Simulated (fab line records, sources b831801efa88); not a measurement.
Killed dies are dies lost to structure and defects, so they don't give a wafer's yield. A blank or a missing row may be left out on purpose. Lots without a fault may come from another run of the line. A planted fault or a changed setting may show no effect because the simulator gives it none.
fab line records | flow sky130
record lots=5 wafers=15 last_day=49
route steps=708 shown VIA4@651 METAL5@661 PASSIVATION@681 PAD_OPEN@708
lots that met no fault: from a run of the same line without faults
start_h: hours from the record's first day to the start of the lot's first wafer shown | wait_h: hours since the lot's step before | " the same as in the row above | L1.1+2: a row that stands for several wafers | - no value, or no start given | * or withheld: withheld | < > ~ a bound
route shown NAME@n: a module of which the file shows steps, and the number in the route of the first | usual: mean/standard deviation of fault-free wafers | same: alike in all rows | chamber/n: place in a boat | sites: the reading at each site | _std_site: their standard deviation | _edge_site: outer sites' mean less inner sites' | radius_mm: how far each site lies from the wafer's centre | mask NAME#n: copy n | behind: the tool/chamber that last shaped the wafer | hold: why the lot was held/for how many hours/how that ended | device: the transistor (n, p or np) that didn't switch | end of line: the same wafers' tests at the end of the route | a step without rows: its recipe alone | killed: dies lost to structure and defects at the first sort, not the wafer's yield | map: a wafer's dies, x killed, . not, _ none there
set.NAME: the setting as run; set.NAME@STEP: as run at that earlier step | model.NAME: the simulator's own value behind a step, which no gauge read
lots at some steps of the route; a table a step, a row a wafer
services: from which hour (start_h, from the record's first day; less than 0 if before it) a tool's chamber was out of use, for how many hours, and why
## steps
# step SKY_VIA4_ETCH_12
# recipe target=SiO2 chemistry=C4F8/O2/Ar stop_on=TiN mask_material=NOVOLAK source_w=1500 bias_w=1200 pressure_mtorr=40 c4f8_flow_sccm=withheld O2_flow_sccm=6 Ar_flow_sccm=300 time_s=withheld target_depth_a=5800
# step SKY_VIA4_STRIP_13
# recipe chemistry=O2/N2 power_w=1400 pressure_mtorr=1500 platen_temp_c=withheld o2_flow_sccm=3000 n2_flow_sccm=300 overash_fraction=0.5
# step SKY_VIA4_STRIP_14
# recipe chemistry=post_etch_residue_remover time_s=1200 temp_c=72.5
# step SKY_VIA4_CLEAN_15
# recipe chemistry=IPA time_s=180 temp_c=25
# step SKY_VIA4_CLEAN_16
# recipe chemistry=O3/DIW dry=n2_spin
# step SKY_VIA4_SPUTTER_17
# recipe material=TiN target_thk_nm=20 chamber_pressure_pa=5 power_w=4000 time_s=80
# step SKY_VIA4_CVD_18
# recipe material=W target_thk_nm=505 time_s=152.14 temp_c=400 pressure_torr=40
# step SKY_VIA4_CMP_21
# recipe stop_on=SiO2 t_overpolish_s=25 down_force_psi=3.5 platen_rpm=60 target_thk_nm=0 pad_velocity_m_s=0.94248
# step SKY_METAL5_SPUTTER_00
# recipe material=Ti target_thk_nm=15 power_w=3000 time_s=10 chamber_pressure_pa=0.4
# step SKY_METAL5_SPUTTER_01
# recipe material=TiN target_thk_nm=20 power_w=6500 time_s=16.7 chamber_pressure_pa=0.4
# step SKY_METAL5_SPUTTER_02
# recipe material=AlCu target_thk_nm=1150 power_w=10600 time_s=61.2 chamber_pressure_pa=0.4
# usual throttle_valve_pct=30.7/1.4
# columns lot.wafer tool chamber start_h wait_h throttle_valve_pct
L406.1 pvd_sputter-02 - 1028.36 0.0 30.0
L406.2 " - " " 32.0
L406.3 " - " " 27.9
L407.1 pvd_sputter-03 - 1052.61 0.0 32.9
L407.2 " - " " 29.6
L407.5 " - " " 29.4
L414.3 pvd_sputter-03 - 1094.34 0.0 33.0
L414.5 " - " " 31.5
L414.6 " - " " 33.2
L417.1 pvd_sputter-03 - 1099.44 0.0 32.9
L417.4 " - " " 31.6
L417.5 " - " " 33.1
L418.1 pvd_sputter-03 - 1114.71 0.0 29.5
L418.3 " - " " 30.9
L418.4 " - " " 33.0
# step SKY_METAL5_SPUTTER_03
# recipe material=Ti target_thk_nm=5 power_w=3000 time_s=3.3 chamber_pressure_pa=0.4
# step SKY_METAL5_SPUTTER_04
# recipe material=TiN target_thk_nm=70 power_w=6500 time_s=58.3 chamber_pressure_pa=0.4
# step SKY_METAL5_DEHYDRATE_07
# recipe temp_c=200 time_s=60
# step SKY_METAL5_HMDS_08
# recipe prime_time_s=60 prime_temp_c=120
# step SKY_METAL5_COAT_09
# recipe resist=NOVOLAK spin_rpm=3000 resist_thk_nm=1800
# step SKY_METAL5_SOFTBAKE_10
# recipe temp_c=90 time_s=60 resist=NOVOLAK
# step SKY_METAL5_EXPOSE_11
# recipe mask_id=MM5 na=0.6 source_shape=conventional sigma_outer=0.6 polarization=unpolarized target_cd_nm=1600 dose_mj=190
# step SKY_METAL5_PEB_12
# recipe temp_c=withheld time_s=* resist=NOVOLAK
# step SKY_METAL5_DEVELOP_13
# recipe resist=NOVOLAK developer=TMAH develop_time_s=60 dev_temp_c=23
# step SKY_METAL5_DESCUM_14
# recipe chemistry=O2 source_power_w=150 bias_power_w=0 pressure_mtorr=10 temp_c=40 time_s=11
# step SKY_METAL5_METAL_ETCH_15
# recipe target_depth_a=12600 stop_on=SiO2 over_etch_frac=0.2 time_s=252 chemistry=Cl2/BCl3 resist_sidewall_deg=86 pressure_mtorr=10 icp_w=900 bias_w=48.5 Cl2_flow_sccm=60 bcl3_flow_sccm=30
# step SKY_METAL5_STRIP_16
# recipe chemistry=O2/N2 power_w=1432 pressure_mtorr=1500 platen_temp_c=withheld o2_flow_sccm=3000 n2_flow_sccm=300 overash_fraction=0.5
# step SKY_METAL5_STRIP_17
# recipe chemistry=post_etch_residue_remover time_s=1200 temp_c=72.5
# step SKY_METAL5_CLEAN_18
# recipe chemistry=IPA time_s=180 temp_c=25
# step SKY_METAL5_CLEAN_19
# recipe chemistry=O3/DIW dry=n2_spin
# step SKY_PASSIVATION_CVD_00
# recipe material=SiO2 target_thk_nm=90 temp_c=400 time_s=withheld rf_w=600
# step SKY_PASSIVATION_CVD_02
# recipe material=Si3N4 target_thk_nm=540 temp_c=400 time_s=withheld rf_w=450
# step SKY_PASSIVATION_DEHYDRATE_04
# recipe temp_c=200 time_s=60
# step SKY_PASSIVATION_HMDS_05
# recipe prime_time_s=60 prime_temp_c=120
# step SKY_PASSIVATION_COAT_06
# recipe spin_rpm=2000 resist_thk_nm=3000
# step SKY_PASSIVATION_SOFTBAKE_07
# recipe temp_c=110 time_s=withheld
# step SKY_PASSIVATION_EXPOSE_08
# recipe mask_id=NSM target_cd_nm=3000 na=0.57 dose_mj=260
# step SKY_PASSIVATION_PEB_09
# recipe temp_c=115 time_s=withheld
# step SKY_PASSIVATION_DEVELOP_10
# recipe develop_time_s=60 dev_temp_c=23
# step SKY_PASSIVATION_ETCH_11
# recipe chemistry=CF4/O2 target_depth_nm=725 stop_on=AlCu source_w=800 bias_w=150 pressure_mtorr=150 cf4_flow_sccm=80 O2_flow_sccm=10 time_s=161.1
# step SKY_PAD_OPEN_PROBE_99
# usual defect_limited_yield=82.1/1.8 killed_at_M0_to_M3=45/6.9 killed_at_M4_up=3.2/1.8 killed_at_contacts=25/5.3 killed_at_front_end=16/4.3 killed_at_other=0.2/0.52 killed_dies=88/8.7 killed_open=48/6.5 killed_short=40/6 sort_bin_3_pad_short=0.9/0.4 sort_bin_5_function=10.8/1.5 sort_bin_6_memory=6.3/1 sort_n_pass=404/8.7 sort_yield_pct=82.1/1.8
# same gross_dies=492 killed_at_back_side=0 sort_bin_4_leakage[%]=0 sort_bin_8_speed[%]=0
# columns lot.wafer tool chamber start_h wait_h defect_limited_yield[%] killed_at_M0_to_M3 killed_at_M4_up killed_at_contacts killed_at_front_end killed_at_other killed_dies killed_open killed_short sort_bin_3_pad_short[%] sort_bin_5_function[%] sort_bin_6_memory[%] sort_n_pass sort_yield_pct[%] model.etest.tester.sort_n_pass model.etest.tester.sort_yield_pct model.etest.tester.sort_bin_5_pct model.etest.tester.sort_bin_3_pct
L406.1 prober-02 - 1095.32 0.1 79.9 58 1 24 16 0 99 53 46 1.8 10.8 7.5 393 79.9 393 79.88 10.77 1.829
L406.2 prober-02 - 1095.37 0.1 83.5 47 6 15 13 0 81 44 37 0.4 8.1 7.9 411 83.5 411 83.54 8.13 0.4065
L406.3 prober-02 - 1095.42 0.2 81.9 45 2 23 19 0 89 48 41 1.4 10.6 6.1 403 81.9 403 81.91 10.57 1.423
L407.1 prober-01 - 1111.33 0.1 82.9 30 3 30 21 0 84 41 41 0.6 10.6 5.9 408 82.9 408 82.93 10.57 0.6098
L407.2 prober-01 - 1111.38 0.1 81.3 45 5 26 16 0 92 54 38 1.6 10.0 7.1 400 81.3 400 81.3 9.959 1.626
L407.5 prober-01 - 1111.53 0.2 79.9 47 3 33 16 0 99 56 43 0.8 11.8 7.5 393 79.9 393 79.88 11.79 0.813
L414.3 prober-01 - 1151.84 0.2 68.3 46 73 19 18 0 156 51 34 5.7 18.9 7.1 336 68.3 336 68.29 18.9 5.691
L414.5 prober-01 - 1151.94 0.2 72.2 32 71 17 17 0 137 37 28 4.5 16.9 6.5 355 72.2 355 72.15 16.87 4.472
L414.6 prober-01 - 1151.99 0.2 71.3 34 74 19 14 0 141 39 30 5.9 16.3 6.5 351 71.3 351 71.34 16.26 5.894
L417.1 prober-01 - 1158.38 0.1 68.1 43 77 18 18 1 157 45 36 5.9 18.3 7.7 335 68.1 335 68.09 18.29 5.894
L417.4 prober-01 - 1158.53 0.2 68.1 46 74 17 19 1 157 49 32 6.3 17.5 8.1 335 68.1 335 68.09 17.48 6.301
L417.5 prober-01 - 1158.58 0.2 70.7 33 78 20 13 0 144 40 28 5.1 15.9 8.3 348 70.7 348 70.73 15.85 5.081
L418.1 prober-02 - 1173.14 0.1 74.4 49 44 17 15 1 126 43 42 3.5 14.2 7.9 366 74.4 366 74.39 14.23 3.455
L418.3 prober-02 - 1173.24 0.2 73.0 40 66 18 9 0 133 38 35 5.5 16.1 5.5 359 73.0 359 72.97 16.06 5.488
L418.4 prober-02 - 1173.29 0.2 69.5 40 70 21 17 2 150 43 41 4.7 19.7 6.1 342 69.5 342 69.51 19.72 4.675
# killed by level:class
L406.1 VIA2:geometric_particle:open=13 VIA1:geometric_particle:open=12 CONTACT:geometric_particle:open=7 CONTACT:geometric_particle:short=7 VIA1:geometric_particle:short=7 POLY_GATE:geometric_particle:short=6 METAL1:geometric_particle:short=6 POLY_GATE:geometric_particle:open=5
L406.2 VIA1:geometric_particle:open=13 VIA2:geometric_particle:open=9 VIA3:geometric_particle:open=7 POLY_GATE:geometric_particle:short=6 LI_CONTACT:geometric_particle:open=5 VIA1:geometric_particle:short=5 FIELD_ISO:geometric_particle:open=4 METAL1:geometric_particle:short=4
L406.3 LI_CONTACT:geometric_particle:open=9 VIA1:geometric_particle:open=8 VIA3:geometric_particle:open=8 FIELD_ISO:geometric_particle:short=6 CONTACT:geometric_particle:open=6 METAL2:geometric_particle:short=6 VIA2:geometric_particle:open=6 POLY_GATE:geometric_particle:short=5
L407.1 CONTACT:geometric_particle:short=12 CONTACT:geometric_particle:open=8 LI_CONTACT:geometric_particle:open=7 VIA2:geometric_particle:open=7 VIA1:geometric_particle:open=6 POLY_GATE:geometric_particle:short=5 FIELD_ISO:geometric_particle:short=4 VIA3:geometric_particle:open=4
L407.2 CONTACT:geometric_particle:open=12 VIA1:geometric_particle:open=10 VIA2:geometric_particle:open=9 FIELD_ISO:geometric_particle:open=6 VIA3:geometric_particle:open=5 LI_CONTACT:geometric_particle:open=5 CONTACT:geometric_particle:short=5 FIELD_ISO:geometric_particle:short=4
L407.5 CONTACT:geometric_particle:open=10 VIA1:geometric_particle:open=9 LI_CONTACT:geometric_particle:open=8 VIA3:geometric_particle:open=8 LOCAL_INTERCONNECT:geometric_particle:short=6 CONTACT:geometric_particle:short=6 VIA2:geometric_particle:open=5 POLY_GATE:geometric_particle:short=5
L414.3 METAL5:unspecified=70 VIA1:geometric_particle:open=10 VIA3:geometric_particle:short=8 VIA3:geometric_particle:open=8 CONTACT:geometric_particle:open=7 LI_CONTACT:geometric_particle:open=7 FIELD_ISO:geometric_particle:open=6 POLY_GATE:geometric_particle:short=6
L414.5 METAL5:unspecified=71 VIA3:geometric_particle:short=7 CONTACT:geometric_particle:short=6 VIA1:geometric_particle:open=6 VIA2:geometric_particle:open=6 SPACER:geometric_particle:open=5 CONTACT:geometric_particle:open=5 POLY_GATE:geometric_particle:open=4
L414.6 METAL5:unspecified=71 VIA3:geometric_particle:open=10 VIA1:geometric_particle:open=9 CONTACT:geometric_particle:open=6 VIA2:geometric_particle:open=5 METAL2:geometric_particle:short=4 FIELD_ISO:geometric_particle:short=3 POLY_GATE:geometric_particle:open=3
L417.1 METAL5:unspecified=75 VIA1:geometric_particle:open=10 VIA2:geometric_particle:open=10 LI_CONTACT:geometric_particle:open=8 POLY_GATE:geometric_particle:short=6 CONTACT:geometric_particle:open=5 LI_CONTACT:geometric_particle:short=4 VIA1:geometric_particle:short=4
L417.4 METAL5:unspecified=73 VIA1:geometric_particle:open=13 CONTACT:geometric_particle:open=10 VIA1:geometric_particle:short=7 POLY_GATE:geometric_particle:open=6 VIA3:geometric_particle:open=6 VIA2:geometric_particle:open=4 POLY_GATE:geometric_particle:short=3
L417.5 METAL5:unspecified=76 CONTACT:geometric_particle:open=6 VIA1:geometric_particle:open=6 VIA2:geometric_particle:open=5 METAL2:geometric_particle:short=5 METAL2:geometric_particle:open=5 FIELD_ISO:geometric_particle:open=4 LI_CONTACT:geometric_particle:open=4
L418.1 METAL5:unspecified=41 VIA1:geometric_particle:short=11 VIA1:geometric_particle:open=8 CONTACT:geometric_particle:open=7 VIA2:geometric_particle:open=7 VIA3:geometric_particle:open=5 FIELD_ISO:geometric_particle:open=4 FIELD_ISO:geometric_particle:short=4
L418.3 METAL5:unspecified=60 METAL2:geometric_particle:short=8 LI_CONTACT:geometric_particle:open=7 VIA1:geometric_particle:open=7 CONTACT:geometric_particle:open=6 METAL1:geometric_particle:short=6 FIELD_ISO:geometric_particle:open=5 VIA1:geometric_particle:short=5
L418.4 METAL5:unspecified=66 VIA1:geometric_particle:short=8 FIELD_ISO:geometric_particle:open=7 VIA3:geometric_particle:open=7 LI_CONTACT:geometric_particle:open=7 METAL2:geometric_particle:short=6 CONTACT:geometric_particle:open=6 LOCAL_INTERCONNECT:geometric_particle:short=5
# map L414.3 (x killed, . not)
__________...x..x..._________
________.xxxxxxxx..x.._______
______..xxxxxxxx.x.....x_____
_____.x.xxxxxxxxxx..x....____
____....xxxxxxxxxx....x...___
___..x..xxxxxxxxxxxx..x..x.__
__......xxxxxxxxxx.x....xx.._
_.........xxxxxxx...x........
_...x.....xxxx.xx.xx.x.x.x.x.
_............xxx..x.....x.xxx
_..........x.....x...........
_...........x........xx...x..
_..........xx.........x..xx..
_.........xx.x.x...x...x..x.x
_....x.x.xxx.xx.....xx.......
__........x...........xxx.xx_
___.....x..x..x........xxx.__
____...............x......___
_____...x.........x.x.x..____
______x...xxx...x...x..._____
________.......xxx.x.._______
__________.........._________
# map L417.1 (x killed, . not)
__________x.xxxx..x._________
________xxxxxx..x.x..._______
______..xxxxxxxxx.x....._____
_____xx.xxxxxxxxxxx.x....____
____...xxxxxxxxxxxxx......___
___....xxxxxxxxxxx..x...x..__
__....x..xxxxxxxxx.x..x...x._
_....x...xxxxxxxxx...........
_.x...x.xxx.xxxxx...xx.....x.
_..........x...xx.......x....
_x.x.xx....x....x.x.....x....
_....x..xx.....xx.xx...xx....
_...........x..x.............
_x...........x.x..x.......xx.
_......xx..x..x...x..........
__....xx..xx......x........._
___.....x...........x.x....__
____.x.....x.xx..x........___
_____...x................____
______.....x......x..x.._____
________...........xx._______
__________.xx.x..x.._________
## services
# columns tool chamber start_h hours kind
pvd_sputter-02 2 1028.48 - consumable_replace:kit
pvd_sputter-02 2 1028.48 18.0 scheduled_down
pvd_sputter-02 2 1028.48 18.0 vent_cycle
pvd_sputter-02 - 1055.21 8.0 repair
pvd_sputter-03 - 1101.11 1.1 repair
## key
first_sign step=SKY_PAD_OPEN_PROBE_99 reading=killed_at_M4_up direction=up sigmas=37 usual=3.2 struck=69.7
effect step=SKY_PAD_OPEN_PROBE_99 reading=sort_bin_3_pad_short direction=up sigmas=11 usual=0.9 struck=5.2
model_effect step=SKY_PAD_OPEN_PROBE_99 value=etest.tester.sort_n_pass without=405.1 struck=347.4
met_at SKY_METAL5_SPUTTER_02
struck_wafers L414.3,L414.5,L414.6,L417.1,L417.4,L417.5,L418.1,L418.3,L418.4
onset_between 1052.61 1094.34
also_fits time
fault kind=chamber_particle_source tool=pvd_sputter-03 chamber=- onset_h=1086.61 steps=SKY_METAL5_SPUTTER_02 rate_per_visit_cm2=2.0859 end_h=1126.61
